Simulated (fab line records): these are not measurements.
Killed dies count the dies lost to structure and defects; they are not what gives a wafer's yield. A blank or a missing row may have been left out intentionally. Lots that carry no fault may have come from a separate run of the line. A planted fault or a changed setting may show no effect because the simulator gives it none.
The tool behind it: which one? + flow gf180mcu + 13 lots with 37 wafers sampled at 5 steps, on a route of 602 steps

== WHAT EACH GAUGE READ, for each wafer ==
GF_V3_CD_MEAS_14 targets a cd of 260 nm.
| lot  | measured     | on        | cd nm (nm)        |
|------|--------------|-----------|-------------------|
| L708 | day 22 10:55 | cd sem-02 | 257.4 259.3 256.9 |
| L711 | day 23 14:13 | cd sem-01 | 258.4 257.8 256.7 |
| L712 | day 24 00:32 | cd sem-01 | 259.6 259.4 259.9 |
| L713 | day 24 05:34 | cd sem-01 | 261.7 260.3 260.2 |
| L714 | day 24 19:00 | cd sem-01 | 261.7 261.2 261.1 |
| L715 | day 25 03:26 | cd sem-02 | 258.9 260.4 259.7 |
| L716 | day 25 09:34 | cd sem-01 | 261.6 260.0 259.3 |
| L718 | day 26 01:08 | cd sem-02 | 259.9 259.7 259.9 |
| L719 | day 26 07:13 | cd sem-02 | 261.4 261.5 261.0 |
| L720 | day 26 21:46 | cd sem-01 | 260.4 260.5 259.8 |
| L721 | day 26 22:54 | cd sem-01 | 260.1 259.5 259.0 |
| L724 | day 27 23:48 | cd sem-02 | 259.8             |
| L725 | day 28 01:44 | cd sem-01 | 256.8 256.8 256.9 |

GF_M4_CD_MEAS_14 targets a cd of 280 nm.
| lot  | measured     | on        | cd nm (nm)        |
|------|--------------|-----------|-------------------|
| L708 | day 23 11:13 | cd sem-01 | 280.3 279.2 279.8 |
| L711 | day 24 14:01 | cd sem-01 | 280.8 282.2 280.5 |
| L712 | day 24 23:57 | cd sem-02 | 280.8 282.0 281.3 |
| L713 | day 25 05:21 | cd sem-01 | 279.0 279.5 279.6 |
| L714 | day 25 18:15 | cd sem-01 | 281.0 281.1 281.0 |
| L715 | day 26 01:50 | cd sem-02 | 279.0 279.6 279.6 |
| L716 | day 26 08:25 | cd sem-01 | 279.9 280.2 279.8 |
| L718 | day 26 23:48 | cd sem-02 | 280.6 280.7 279.5 |
| L719 | day 27 05:46 | cd sem-02 | 280.3 279.6 278.7 |
| L720 | day 27 19:17 | cd sem-02 | 279.4 279.6 280.4 |
| L721 | day 27 19:59 | cd sem-02 | 277.7 276.7 278.0 |
| L724 | day 28 21:00 | cd sem-01 | 281.4             |
| L725 | day 28 22:23 | cd sem-01 | 281.1 280.2 280.8 |

GF_V4_CD_MEAS_14 targets a cd of 260 nm.
| lot  | measured     | on        | cd nm (nm)        |
|------|--------------|-----------|-------------------|
| L708 | day 24 11:10 | cd sem-01 | 260.2 259.5 260.7 |
| L711 | day 25 12:59 | cd sem-01 | 260.1 260.0 260.2 |
| L712 | day 25 22:30 | cd sem-01 | 259.0 260.8 259.5 |
| L713 | day 26 03:52 | cd sem-02 | 258.8 258.9 259.1 |
| L714 | day 26 15:41 | cd sem-02 | 261.9 261.4 260.8 |
| L715 | day 27 00:17 | cd sem-01 | 257.1 255.6 256.3 |
| L716 | day 27 06:22 | cd sem-01 | 259.7 259.2 260.3 |
| L718 | day 27 21:26 | cd sem-01 | 261.3 261.9 260.5 |
| L719 | day 28 02:50 | cd sem-01 | 262.5 261.6 261.9 |
| L720 | day 28 15:39 | cd sem-02 | 260.0 259.0 259.1 |
| L721 | day 28 16:46 | cd sem-01 | 259.5 260.2 259.4 |
| L724 | day 29 17:40 | cd sem-01 | 264.7             |
| L725 | day 29 18:41 | cd sem-01 | 263.2 266.7 265.5 |

== EACH LOT AND THE TOOL THAT RAN IT (in order: tool; ch and the chambers of the sampled wafers; start) ==
| lot  | GF_M4_SPUTTER_04             | GF_V4_EXPOSE_11                   |
|------|------------------------------|-----------------------------------|
| L708 | pvd sputter-04, day 22 12:35 | krf scanner-01 ch 0, day 24 00:13 |
| L711 | pvd sputter-02, day 23 15:51 | krf scanner-01 ch 0, day 25 02:41 |
| L712 | pvd sputter-01, day 24 02:14 | krf scanner-02 ch 0, day 25 11:50 |
| L713 | pvd sputter-01, day 24 07:16 | krf scanner-02 ch 0, day 25 16:56 |
| L714 | pvd sputter-01, day 24 20:44 | krf scanner-02 ch 0, day 26 06:09 |
| L715 | pvd sputter-04, day 25 05:05 | krf scanner-02 ch 0, day 26 13:53 |
| L716 | pvd sputter-04, day 25 11:14 | krf scanner-01 ch 0, day 26 20:40 |
| L718 | pvd sputter-01, day 26 03:05 | krf scanner-01 ch 0, day 27 11:19 |
| L719 | pvd sputter-01, day 26 09:08 | krf scanner-02 ch 0, day 27 17:19 |
| L720 | pvd sputter-02, day 26 23:28 | krf scanner-01 ch 0, day 28 06:07 |
| L721 | pvd sputter-04, day 27 00:36 | krf scanner-02 ch 0, day 28 07:13 |
| L724 | pvd sputter-04, day 28 01:25 | krf scanner-02 ch 0, day 29 08:17 |
| L725 | pvd sputter-04, day 28 03:25 | krf scanner-02 ch 0, day 29 09:02 |
- GF_M4_SPUTTER_04: material TiN, target thk 50 nm, time 41.7 s.
- GF_V4_EXPOSE_11: exposes mask Via4, target cd 260 nm.

== WHAT THE TOOLS THEMSELVES READ (means of the sampled wafers that have a number; where no wafer has one, the mark that the record gives instead) ==
GF_M4_SPUTTER_04.
| lot  | tool           | throttle valve pct (%) |
|------|----------------|------------------------|
| L708 | pvd sputter-04 | 30.7                   |
| L711 | pvd sputter-02 | 31.0                   |
| L712 | pvd sputter-01 | 30.1                   |
| L713 | pvd sputter-01 | 29.2                   |
| L714 | pvd sputter-01 | 30.0                   |
| L715 | pvd sputter-04 | 30.8                   |
| L716 | pvd sputter-04 | 30.2                   |
| L718 | pvd sputter-01 | 30.0                   |
| L719 | pvd sputter-01 | 29.9                   |
| L720 | pvd sputter-02 | 30.5                   |
| L721 | pvd sputter-04 | 30.8                   |
| L724 | pvd sputter-04 | 30.0                   |
| L725 | pvd sputter-04 | 30.8                   |

GF_V4_EXPOSE_11.
| lot  | tool           | exposure dose mJ cm2 |
|------|----------------|----------------------|
| L708 | krf scanner-01 | 37.99                |
| L711 | krf scanner-01 | 38.01                |
| L712 | krf scanner-02 | 38.04                |
| L713 | krf scanner-02 | 38.00                |
| L714 | krf scanner-02 | 38.02                |
| L715 | krf scanner-02 | 38.05                |
| L716 | krf scanner-01 | 38.00                |
| L718 | krf scanner-01 | 37.99                |
| L719 | krf scanner-02 | 38.03                |
| L720 | krf scanner-01 | 38.03                |
| L721 | krf scanner-02 | 38.04                |
| L724 | krf scanner-02 | 37.83                |
| L725 | krf scanner-02 | 37.77                |

== THE ANSWER, worked out from the rows above alone ==
Rule: the lots themselves supply what counts as usual. Put in order of their means at a reading, lots are off if they are a third of the lots or fewer, leave a main group of 4 or more, and stand apart from it by a gap of 3 or more times the standard deviation of the main group's means; of several such gaps the widest counts. The tables above print the reading to a certain number of digits; a main group whose means all agree to those digits is not used. Also off: a lot with no number at a reading for which 4 or more lots have one. All remaining lots with rows at the step are treated as sound. First the gauges in route order, then the tools' own readings, where a lot's mean is used as printed above. The first step at which some lot is off is used, and at that step the reading that is off furthest; a lot without a number counts as furthest.
Off at GF_V4_EXPOSE_11 (exposure dose mJ cm2): L724, L725. For the main group the mean is 38.02 and the standard deviation 0.02.
A tool fits if, at that step or a process step before it, it ran every lot that is off, and no sound lot after the first of them. This does not decide it: 2 tools fit, namely pvd sputter-04 at GF_M4_SPUTTER_04 and krf scanner-02 at GF_V4_EXPOSE_11.

== WHAT THE SIMULATOR HAD INSERTED ==
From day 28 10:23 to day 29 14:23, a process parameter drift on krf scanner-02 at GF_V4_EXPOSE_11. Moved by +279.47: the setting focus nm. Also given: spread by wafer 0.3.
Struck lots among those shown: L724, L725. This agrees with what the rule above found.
